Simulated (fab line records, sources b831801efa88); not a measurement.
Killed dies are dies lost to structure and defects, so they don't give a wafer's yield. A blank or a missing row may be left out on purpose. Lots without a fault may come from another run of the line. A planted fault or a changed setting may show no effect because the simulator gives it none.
fab line records | flow gf180mcu
record lots=5 wafers=23
route steps=602 shown M1@332 M2@363 V2@391 M3@410 V3@429 M4@459
start_h: hours from the record's first day to the start of the lot's first wafer shown | wait_h: hours since the lot's step before | " the same as in the row above | L1.1+2: a row that stands for several wafers | - no value, or no start given | * or withheld: withheld | < > ~ a bound
route shown NAME@n: a module of which the file shows steps, and the number in the route of the first | usual: mean/standard deviation of fault-free wafers | same: alike in all rows | chamber/n: place in a boat | sites: the reading at each site | _std_site: their standard deviation | _edge_site: outer sites' mean less inner sites' | radius_mm: how far each site lies from the wafer's centre | mask NAME#n: copy n | behind: the tool/chamber that last shaped the wafer | hold: why the lot was held/for how many hours/how that ended | device: the transistor (n, p or np) that didn't switch | end of line: the same wafers' tests at the end of the route | a step without rows: its recipe alone | killed: dies lost to structure and defects at the first sort, not the wafer's yield | map: a wafer's dies, x killed, . not, _ none there
set.NAME: the setting as run; set.NAME@STEP: as run at that earlier step | model.NAME: the simulator's own value behind a step, which no gauge read
lots whose settings were changed on purpose; a table a step, a row a wafer
## steps
# step GF_M1_STRIP_17
# recipe chemistry=O2/N2 power_w=1400 pressure_mtorr=1500 platen_temp_c=250 o2_flow_sccm=3000 n2_flow_sccm=300 overash_fraction=0.5
# usual strip_time_to_endpoint_s=7.87/0.046
# columns lot.wafer tool chamber start_h wait_h set.o2_flow_sccm strip_time_to_endpoint_s
L074.1 plasma_asher-04 1 377.69 0.1 2567 7.96
L074.2 " 0 " " 2567 7.94
L074.3 " 0 " " 3000 7.79
L074.4 " 1 " " 3000 7.87
L074.5 " 0 " " 2567 7.93
L076.1 plasma_asher-02 1 402.93 0.1 3415 7.83
L076.3 " 0 " " 3000 7.95
L076.4 " 1 " " 3000 7.92
L076.5 " 1 " " 3415 7.83
L076.6 " 0 " " 3000 7.96
L079.1 plasma_asher-02 1 422.39 0.1 3000 7.85
L079.4 " 1 " " 3000 7.88
L079.5 " 1 " " 3000 7.88
L080.1 plasma_asher-04 1 437.14 0.1 3000 7.87
L080.2 " 0 " " 3000 7.89
L080.3 " 1 " " 3000 7.85
L080.5 " 0 " " 3000 7.92
L080.6 " 1 " " 3000 7.85
L083.2 plasma_asher-04 0 474.49 0.1 3000 7.90
L083.3 " 1 " " 2745 7.92
L083.4 " 0 " " 2745 7.97
L083.5 " 0 " " 3000 7.92
L083.6 " 1 " " 2745 7.97
# step GF_M2_SPUTTER_01
# recipe material=TiN target_thk_nm=30 power_w=6500 time_s=25 chamber_pressure_pa=0.4
# columns lot.wafer tool chamber start_h wait_h set.time_s model.TiN_of_M2_SPUTTER_01.thk_nm
L074.1 pvd_sputter-04 - 402.04 0.1 26.16 31.55
L074.2+4 " - " " 25 30.24
L074.3 " - " " 25 30.44
L074.5 " - " " 26.16 31.87
L076.1 pvd_sputter-02 - 429.58 0.1 26.64 31.3
L076.3 " - " " 26.64 31.77
L076.4 " - " " 25 29.57
L076.5 " - " " 26.64 31.72
L076.6 " - " " 25 29.42
L079.1+5 pvd_sputter-04 - 449.82 0.1 25 30.25
L079.4 " - " " 25 30.11
L080.1 pvd_sputter-02 - 464.72 0.1 27.25 33.27
L080.2 " - " " 25 30.61
L080.3 " - " " 27.25 33.24
L080.5 " - " " 27.25 33.28
L080.6 " - " " 25 30.42
L083.2 pvd_sputter-02 - 501.49 0.1 25 30.35
L083.3 " - " " 25 30.41
L083.4 " - " " 25 30.53
L083.5 " - " " 25 30.1
L083.6 " - " " 25 30.22
# step GF_M2_EXPOSE_11
# recipe mask_id=Metal2 target_cd_nm=280 na=0.68 source_shape=conventional sigma_outer=0.6 dose_mj=28
# columns lot.wafer tool chamber start_h wait_h mask set.dose_mj
L074.1+2+3+4+5 krf_scanner-01 0 - - Metal2#0 28
L076.1+3+4+5+6 krf_scanner-01 0 - - Metal2#0 28
L079.1+4+5 krf_scanner-01 0 - - Metal2#0 28
L080.1+3 krf_scanner-02 0 - - Metal2#0 28
L080.2+5+6 " 0 " " Metal2#0 26.04
L083.2+3+6 krf_scanner-01 0 - - Metal2#0 28
L083.4+5 " 0 " " Metal2#0 29.85
# step GF_M2_DEVELOP_13
# recipe develop_time_s=60 dev_temp_c=21
# columns lot.wafer tool chamber start_h wait_h set.develop_time_s
L074.1+3+5 litho_track-04 0 426.02 0.2 68.82
L074.2+4 " 0 " " 60
L076.1+5+6 litho_track-03 0 453.36 0.2 60
L076.3+4 " 0 " " 66.14
L079.1+4+5 litho_track-03 0 473.66 0.2 60
L080.1+2 litho_track-02 0 488.72 0.2 60
L080.3+5+6 " 0 " " 55.87
L083.2+4+5 litho_track-02 0 524.75 0.2 60
L083.3+6 " 0 " " 63.31
# step GF_M2_CD_MEAS_14
# recipe target_cd_nm=280
# usual cd_nm=280.1/1.3
# columns lot.wafer tool chamber start_h wait_h set.dose_mj@M2_EXPOSE_11 cd_nm
L074.1 cd_sem-01 - 426.17 0.1 28 276.8
L074.2 " - " " 28 278.1
L074.3 " - " " 28 278.4
L074.4 " - " " 28 277.9
L074.5 " - " " 28 277.7
L076.1 cd_sem-02 - 453.51 0.1 28 280.8
L076.3 " - " " 28 279.6
L076.4 " - " " 28 279.4
L076.5 " - " " 28 279.8
L076.6 " - " " 28 280.1
L079.1 cd_sem-02 - 473.81 0.1 28 279.5
L079.4 " - " " 28 279.1
L079.5 " - " " 28 281.5
L080.1 cd_sem-01 - 488.87 0.1 28 279.5
L080.2 " - " " 26.04 291.6
L080.3 " - " " 28 280.8
L080.5 " - " " 26.04 292.1
L080.6 " - " " 26.04 291.4
L083.2 cd_sem-01 - 524.89 0.1 28 280.0
L083.3 " - " " 28 278.6
L083.4 " - " " 29.85 271.0
L083.5 " - " " 29.85 269.2
L083.6 " - " " 28 280.6
# step GF_M2_METAL_ETCH_16
# recipe chemistry=Cl2/BCl3 mask_material=KrF target_depth_nm=627.5 stop_on=SiO2 pressure_mtorr=8 icp_w=800 bias_w=140 Cl2_flow_sccm=80 bcl3_flow_sccm=40 time_s=104.6
# columns lot.wafer tool chamber start_h wait_h set.dose_mj@M2_EXPOSE_11 model.M2.cd_nm
L074.1 rie_metal-02 1 426.32 0.0 28 273.7
L074.2 " 0 " " 28 272.3
L074.3 " 0 " " 28 272.7
L074.4 " 1 " " 28 276.8
L074.5 " 1 " " 28 276
L076.1 rie_metal-02 0 453.66 0.0 28 274.9
L076.3 " 0 " " 28 276
L076.4 " 1 " " 28 279.4
L076.5 " 0 " " 28 276.7
L076.6 " 1 " " 28 280.1
L079.1 rie_metal-01 1 473.96 0.0 28 278.6
L079.4 " 0 " " 28 282.2
L079.5 " 0 " " 28 284.4
L080.1 rie_metal-02 0 489.03 0.0 28 274.4
L080.2 " 1 " " 26.04 289.7
L080.3 " 1 " " 28 276.4
L080.5 " 1 " " 26.04 292.3
L080.6 " 0 " " 26.04 286.5
L083.2 rie_metal-03 1 525.03 0.0 28 280
L083.3 " 0 " " 28 282.1
L083.4 " 1 " " 29.85 270.1
L083.5 " 1 " " 29.85 269.3
L083.6 " 0 " " 28 278.8
# step GF_V2_COAT_09
# recipe resist=KrF spin_rpm=withheld resist_thk_nm=1000
# columns lot.wafer tool chamber start_h wait_h set.resist_thk_nm model.KrF_of_V2_COAT_09.thk_nm
L074.1 litho_track-04 0 - - 1000 996.1
L074.2 " 0 " " 1000 996.5
L074.3 " 0 " " 1037 1031
L074.4+5 " 0 " " 1037 1032
L076.1 litho_track-04 0 - - 1000 996.2
L076.3 " 0 " " 1000 999.8
L076.4 " 0 " " 1000 999.4
L076.5 " 0 " " 1000 997.5
L076.6 " 0 " " 1000 998.8
L079.1 litho_track-04 0 - - 1000 1001
L079.4 " 0 " " 1000 1002
L079.5 " 0 " " 1000 1003
L080.1 litho_track-04 0 - - 1000 998.1
L080.2 " 0 " " 951.1 952
L080.3 " 0 " " 951.1 953
L080.5 " 0 " " 1000 999.8
L080.6 " 0 " " 1000 1001
L083.2+3 litho_track-03 0 - - 1000 1003
L083.4 " 0 " " 1000 999.2
L083.5 " 0 " " 1000 1002
L083.6 " 0 " " 1000 997.5
# step GF_V2_SPUTTER_22
# recipe material=TiN target_thk_nm=10 chamber_pressure_pa=5 power_w=4000 time_s=40
# columns lot.wafer tool chamber start_h wait_h set.chamber_pressure_pa model.TiN_of_V2_SPUTTER_22.thk_nm
L074.1 pvd_sputter-03 - 452.72 0.0 5.23 9.695
L074.2 " - " " 5.23 9.518
L074.3 " - " " 5.23 9.792
L074.4 " - " " 5.23 9.623
L074.5 " - " " 5.23 9.632
L076.1 pvd_sputter-01 - 480.29 0.0 4.635 10.79
L076.3 " - " " 4.635 10.86
L076.4 " - " " 4.635 10.78
L076.5 " - " " 4.635 10.88
L076.6 " - " " 4.635 10.89
L079.1 pvd_sputter-03 - 500.02 0.0 5 10.23
L079.4 " - " " 5 10.27
L079.5 " - " " 5 10.34
L080.1 pvd_sputter-02 - 515.19 0.0 5 10.04
L080.2 " - " " 5 9.996
L080.3 " - " " 5 10.06
L080.5 " - " " 5 9.98
L080.6 " - " " 5 9.921
L083.2 pvd_sputter-03 - 550.51 0.0 5.35 9.308
L083.3 " - " " 5.35 9.48
L083.4 " - " " 5.35 9.46
L083.5 " - " " 5.35 9.538
L083.6 " - " " 5.35 9.341
# step GF_M3_SPUTTER_01
# recipe material=TiN target_thk_nm=30 power_w=6500 time_s=25 chamber_pressure_pa=0.4
# columns lot.wafer tool chamber start_h wait_h set.power_w model.TiN_of_M3_SPUTTER_01.thk_nm
L074.1 pvd_sputter-01 - 453.45 0.1 6500 30.08
L074.2 " - " " 6500 30.22
L074.3 " - " " 6500 30.18
L074.4 " - " " 6500 30.27
L074.5 " - " " 6500 30.13
L076.1 pvd_sputter-03 - 481.02 0.1 5741 26.14
L076.3 " - " " 5741 26.46
L076.4 " - " " 6500 29.86
L076.5 " - " " 6500 29.64
L076.6 " - " " 6500 29.59
L079.1 pvd_sputter-04 - 500.89 0.1 6500 30.11
L079.4 " - " " 6500 30.18
L079.5 " - " " 6500 30.21
L080.1 pvd_sputter-03 - 515.92 0.1 6500 29.94
L080.2 " - " " 6500 29.8
L080.3+5 " - " " 6500 29.88
L080.6 " - " " 6500 30.11
L083.2 pvd_sputter-01 - 551.24 0.1 6500 30.54
L083.3 " - " " 6002 27.79
L083.4 " - " " 6002 28.38
L083.5 " - " " 6500 30.64
L083.6 " - " " 6002 27.94
# step GF_V3_CVD_00
# recipe material=SiO2 target_thk_nm=600 sigma_open_frac=0.3 temp_c=400 time_s=100 sih4_flow_sccm=60 pressure_mtorr=6
# columns lot.wafer tool chamber start_h wait_h set.sih4_flow_sccm model.SiO2_of_V3_CVD_00.thk_nm
L074.1 hdpcvd-02 1 478.58 0.0 60 597.7
L074.2 " 2 " " 64.3 635.5
L074.3 " 0 " " 64.3 641
L074.4 " 0 " " 60 596.9
L074.5 " 2 " " 60 598.6
L076.1 hdpcvd-01 2 504.98 0.0 60 591.7
L076.3 " 1 " " 60 601.2
L076.4 " 2 " " 60 587.9
L076.5 " 0 " " 60 597.4
L076.6 " 1 " " 60 594.1
L079.1 hdpcvd-01 0 524.77 0.0 60 603.7
L079.4 " 2 " " 60 593.1
L079.5 " 1 " " 60 611.6
L080.1 hdpcvd-02 1 539.98 0.0 60 600.2
L080.2 " 2 " " 60 600.3
L080.3 " 0 " " 57.61 567.4
L080.5 " 1 " " 57.61 572.6
L080.6 " 2 " " 60 602.5
L083.2 hdpcvd-01 1 574.38 0.0 63.47 629
L083.3 " 0 " " 63.47 634.4
L083.4 " 2 " " 63.47 626
L083.5 " 0 " " 60 598.7
L083.6 " 1 " " 60 593.2
# step GF_V3_THK_MEAS_01
# recipe reads=SiO2_of_V3_CVD_00
# usual V3_CVD_00_THK=595/6.2
# columns lot.wafer tool chamber start_h wait_h set.sih4_flow_sccm@V3_CVD_00 V3_CVD_00_THK[nm]
L074.1 film_metro-03 - 478.66 0.0 60 598
L074.2 " - " " 64.3 636
L074.3 " - " " 64.3 641
L074.4 " - " " 60 597
L074.5 " - " " 60 598
L076.1 film_metro-04 - 505.05 0.0 60 592
L076.3 " - " " 60 601
L076.4 " - " " 60 588
L076.5 " - " " 60 598
L076.6 " - " " 60 594
L079.1 film_metro-04 - 524.85 0.0 60 604
L079.4 " - " " 60 593
L079.5 " - " " 60 611
L080.1 film_metro-03 - 540.05 0.0 60 600
L080.2 " - " " 60 600
L080.3 " - " " 57.61 567
L080.5 " - " " 57.61 573
L080.6 " - " " 60 602
L083.2 film_metro-02 - 574.47 0.0 63.47 629
L083.3 " - " " 63.47 635
L083.4 " - " " 63.47 626
L083.5 " - " " 60 598
L083.6 " - " " 60 593
# step GF_V3_CVD_02
# recipe material=SiO2 target_thk_nm=850 precursor=TEOS temp_c=400 time_s=94.851 rf_w=600
# columns lot.wafer tool chamber start_h wait_h set.time_s model.SiO2_of_V3_CVD_02.thk_nm
L074.1 pecvd-04 2 478.72 0.1 101.9 904.8
L074.2 " 0 " " 94.851 835.2
L074.3 " 1 " " 101.9 901.7
L074.4 " 2 " " 94.851 853.2
L074.5 " 0 " " 94.851 849.8
L076.1 pecvd-03 0 505.11 0.1 94.851 851.6
L076.3 " 1 " " 94.851 844
L076.4 " 2 " " 84.71 774.6
L076.5 " 1 " " 94.851 857
L076.6 " 0 " " 84.71 768
L079.1 pecvd-01 1 524.91 0.1 94.851 850.8
L079.4 " 0 " " 94.851 855.8
L079.5 " 1 " " 94.851 870.2
L080.1 pecvd-04 0 540.11 0.1 94.851 838.1
L080.2 " 1 " " 94.851 832.3
L080.3 " 2 " " 94.851 837.8
L080.5 " 1 " " 94.851 851.8
L080.6 " 0 " " 94.851 850.1
L083.2 pecvd-04 0 574.52 0.0 94.851 825.1
L083.3 " 1 " " 84.17 743.2
L083.4 " 1 " " 84.17 746.5
L083.5 " 0 " " 84.17 745.4
L083.6 " 2 " " 94.851 836
# step GF_V3_THK_MEAS_03
# recipe reads=SiO2_of_V3_CVD_02
# usual V3_CVD_02_THK=846/11
# columns lot.wafer tool chamber start_h wait_h set.time_s@V3_CVD_02 V3_CVD_02_THK[nm]
L074.1 film_metro-02 - 478.79 0.0 101.9 905
L074.2 " - " " 94.851 835
L074.3 " - " " 101.9 902
L074.4 " - " " 94.851 854
L074.5 " - " " 94.851 850
L076.1 film_metro-02 - 505.18 0.0 94.851 852
L076.3 " - " " 94.851 845
L076.4 " - " " 84.71 775
L076.5 " - " " 94.851 857
L076.6 " - " " 84.71 768
L079.1 film_metro-02 - 524.98 0.0 94.851 851
L079.4 " - " " 94.851 856
L079.5 " - " " 94.851 870
L080.1 film_metro-04 - 540.18 0.0 94.851 839
L080.2 " - " " 94.851 832
L080.3 " - " " 94.851 839
L080.5 " - " " 94.851 852
L080.6 " - " " 94.851 850
L083.2 film_metro-02 - 574.60 0.0 94.851 826
L083.3 " - " " 84.17 744
L083.4 " - " " 84.17 747
L083.5 " - " " 84.17 746
L083.6 " - " " 94.851 836
# step GF_V3_PEB_12
# recipe peb_temp_c=135 peb_time_s=90 resist=KrF
# columns lot.wafer tool chamber start_h wait_h set.peb_temp_c
L074.1+3+5 litho_track-04 0 - - 135
L074.2+4 " 0 " " 132.4
L076.1+4+5 litho_track-04 0 - - 135
L076.3+6 " 0 " " 138.2
L079.1+4+5 litho_track-02 0 - - 135
L080.1+3+6 litho_track-01 0 - - 135
L080.2+5 " 0 " " 133.1
L083.2+5+6 litho_track-02 0 - - 132
L083.3+4 " 0 " " 135
# step GF_V3_DEVELOP_13
# recipe develop_time_s=60 resist=KrF dev_temp_c=21
# step GF_V3_CD_MEAS_14
# recipe target_cd_nm=260
# usual cd_nm=259.7/1.2
# columns lot.wafer tool chamber start_h wait_h set.peb_temp_c@V3_PEB_12 cd_nm
L074.1 cd_sem-02 - 503.11 0.1 135 260.3
L074.2 " - " " 132.4 251.7
L074.3 " - " " 135 259.4
L074.4 " - " " 132.4 252.3
L074.5 " - " " 135 260.5
L076.1 cd_sem-01 - 528.51 0.1 135 258.5
L076.3 " - " " 138.2 265.3
L076.4 " - " " 135 259.7
L076.5 " - " " 135 259.8
L076.6 " - " " 138.2 265.7
L079.1 cd_sem-01 - 547.82 0.1 135 260.5
L079.4 " - " " 135 258.9
L079.5 " - " " 135 260.0
L080.1 cd_sem-01 - 563.07 0.1 135 259.4
L080.2 " - " " 133.1 254.0
L080.3 " - " " 135 259.4
L080.5 " - " " 133.1 254.0
L080.6 " - " " 135 258.2
L083.2 cd_sem-01 - 595.89 0.1 132 250.8
L083.3 " - " " 135 259.0
L083.4 " - " " 135 258.6
L083.5 " - " " 132 249.5
L083.6 " - " " 132 251.4
# step GF_V3_ETCH_16
# recipe chemistry=N2/H2 target_depth_a=withheld overetch_a=withheld time_s=withheld target=BARC ion_energy_ev=200 source_w=500 bias_w=100 pressure_mtorr=30 n2_flow_sccm=100 h2_flow_sccm=200
# columns lot.wafer tool chamber start_h wait_h set.peb_temp_c@V3_PEB_12 model.V3.cd_nm
L074.1 rie_diel-01 1 503.27 0.0 135 259.7
L074.2 " 3 " " 132.4 251.4
L074.3 " 2 " " 135 260
L074.4 " 0 " " 132.4 251.9
L074.5 " 1 " " 135 260.8
L076.1 rie_diel-01 1 528.67 0.0 135 258.3
L076.3 " 3 " " 138.2 265.3
L076.4 " 0 " " 135 259.2
L076.5 " 3 " " 135 258.9
L076.6 " 1 " " 138.2 265.5
L079.1 rie_diel-03 0 547.98 0.0 135 260.5
L079.4 " 1 " " 135 258.8
L079.5 " 1 " " 135 259.8
L080.1 rie_diel-03 3 563.23 0.0 135 259.5
L080.2 " 1 " " 133.1 253.4
L080.3 " 0 " " 135 259.6
L080.5 " 2 " " 133.1 254.3
L080.6 " 1 " " 135 258.1
L083.2 rie_diel-03 3 596.03 0.0 132 249.8
L083.3 " 0 " " 135 258.9
L083.4 " 1 " " 135 258.4
L083.5 " 3 " " 132 248.9
L083.6 " 2 " " 132 251.2
# step GF_V3_ETCH_17
# recipe chemistry=C4F8/O2/Ar mask_material=KrF target=SiO2 stop_on=TiN source_w=1500 bias_w=1200 pressure_mtorr=40 c4f8_flow_sccm=withheld O2_flow_sccm=6 Ar_flow_sccm=300 time_s=withheld target_depth_a=6350
# columns lot.wafer tool chamber start_h wait_h set.peb_temp_c@V3_PEB_12 model.V3.cd_nm
L074.1 rie_diel-01 1 - - 135 259.4
L074.2+4 " 3,0 " " 132.4 251.6
L074.3 " 2 " " 135 259.9
L074.5 " 1 " " 135 260.2
L076.1 rie_diel-01 1 - - 135 258
L076.3 " 3 " " 138.2 265.3
L076.4 " 0 " " 135 259.4
L076.5 " 3 " " 135 258.6
L076.6 " 1 " " 138.2 264.8
L079.1 rie_diel-03 0 - - 135 260.7
L079.4 " 1 " " 135 258.7
L079.5 " 1 " " 135 259.8
L080.1 rie_diel-03 3 - - 135 259.5
L080.2 " 1 " " 133.1 252.9
L080.3 " 0 " " 135 259.4
L080.5 " 2 " " 133.1 254.2
L080.6 " 1 " " 135 257.9
L083.2 rie_diel-03 3 - - 132 249.6
L083.3 " 0 " " 135 258.6
L083.4 " 1 " " 135 258.1
L083.5 " 3 " " 132 248.8
L083.6 " 2 " " 132 251
# step GF_M4_SPUTTER_03
# recipe material=Ti target_thk_nm=10 substrate_temp_c=300 chamber_pressure_pa=0.3 power_w=3000 time_s=6.7
# columns lot.wafer tool chamber start_h wait_h set.power_w model.Ti_of_M4_SPUTTER_03.thk_nm
L074.1 pvd_sputter-01 - 504.81 0.0 3000 9.867
L074.2 " - " " 3000 9.856
L074.3 " - " " 2776 9.249
L074.4 " - " " 2776 9.123
L074.5 " - " " 2776 9.219
L076.1 pvd_sputter-04 - 530.29 0.0 3000 9.949
L076.3 " - " " 2754 9.277
L076.4 " - " " 2754 9.163
L076.5 " - " " 2754 8.991
L076.6 " - " " 3000 9.97
L079.1 pvd_sputter-01 - 549.91 0.0 3000 10.03
L079.4 " - " " 3000 10.16
L079.5 " - " " 3000 10.09
L080.1 pvd_sputter-02 - 565.26 0.0 3000 9.796
L080.2 " - " " 3000 9.888
L080.3 " - " " 3000 9.944
L080.5 " - " " 2656 8.755
L080.6 " - " " 2656 8.727
L083.2 pvd_sputter-04 - 597.54 0.0 3000 9.998
L083.3 " - " " 3000 10
L083.4 " - " " 3000 9.921
L083.5 " - " " 3000 9.976
L083.6 " - " " 3000 9.937
## key
split step=GF_M1_STRIP_17 setting=o2_flow_sccm stated=3000 by=wafer
response step=GF_M1_STRIP_17 reading=strip_time_to_endpoint_s change=* per=1% r=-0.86
split step=GF_M2_SPUTTER_01 setting=time_s stated=25 by=wafer
response step=GF_M2_SPUTTER_01 reading=model.TiN_of_M2_SPUTTER_01.thk_nm change=+0.309 per=1% r=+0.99
split step=GF_M2_EXPOSE_11 setting=dose_mj stated=28 by=wafer
response step=GF_M2_CD_MEAS_14 reading=cd_nm change=-1.56 per=1% r=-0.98
response step=GF_M2_METAL_ETCH_16 reading=model.M2.cd_nm change=-1.82 per=1% r=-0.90
split step=GF_M2_DEVELOP_13 setting=develop_time_s stated=60 by=wafer
response none clear
split step=GF_V2_COAT_09 setting=resist_thk_nm stated=1000 by=wafer
response step=GF_V2_COAT_09 reading=model.KrF_of_V2_COAT_09.thk_nm change=+9.63 per=1% r=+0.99
split step=GF_V2_SPUTTER_22 setting=chamber_pressure_pa stated=5 by=lot
response step=GF_V2_SPUTTER_22 reading=model.TiN_of_V2_SPUTTER_22.thk_nm change=-0.0991 per=1% r=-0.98
split step=GF_M3_SPUTTER_01 setting=power_w stated=6500 by=wafer
response step=GF_M3_SPUTTER_01 reading=model.TiN_of_M3_SPUTTER_01.thk_nm change=+0.304 per=1% r=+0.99
split step=GF_V3_CVD_00 setting=sih4_flow_sccm stated=60 by=wafer
response step=GF_V3_CVD_00 reading=model.SiO2_of_V3_CVD_00.thk_nm change=+6.05 per=1% r=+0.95
response step=GF_V3_THK_MEAS_01 reading=V3_CVD_00_THK change=+6.09 per=1% r=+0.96
split step=GF_V3_CVD_02 setting=time_s stated=94.851 by=wafer
response step=GF_V3_CVD_02 reading=model.SiO2_of_V3_CVD_02.thk_nm change=+7.55 per=1% r=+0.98
response step=GF_V3_THK_MEAS_03 reading=V3_CVD_02_THK change=+7.54 per=1% r=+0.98
split step=GF_V3_PEB_12 setting=peb_temp_c stated=135 by=wafer
response step=GF_V3_CD_MEAS_14 reading=cd_nm change=+3.42 per=1% r=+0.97
response step=GF_V3_ETCH_16 reading=model.V3.cd_nm change=+3.62 per=1% r=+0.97
response step=GF_V3_ETCH_17 reading=model.V3.cd_nm change=+3.55 per=1% r=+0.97
split step=GF_M4_SPUTTER_03 setting=power_w stated=3000 by=wafer
response step=GF_M4_SPUTTER_03 reading=model.Ti_of_M4_SPUTTER_03.thk_nm change=+0.0969 per=1% r=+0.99
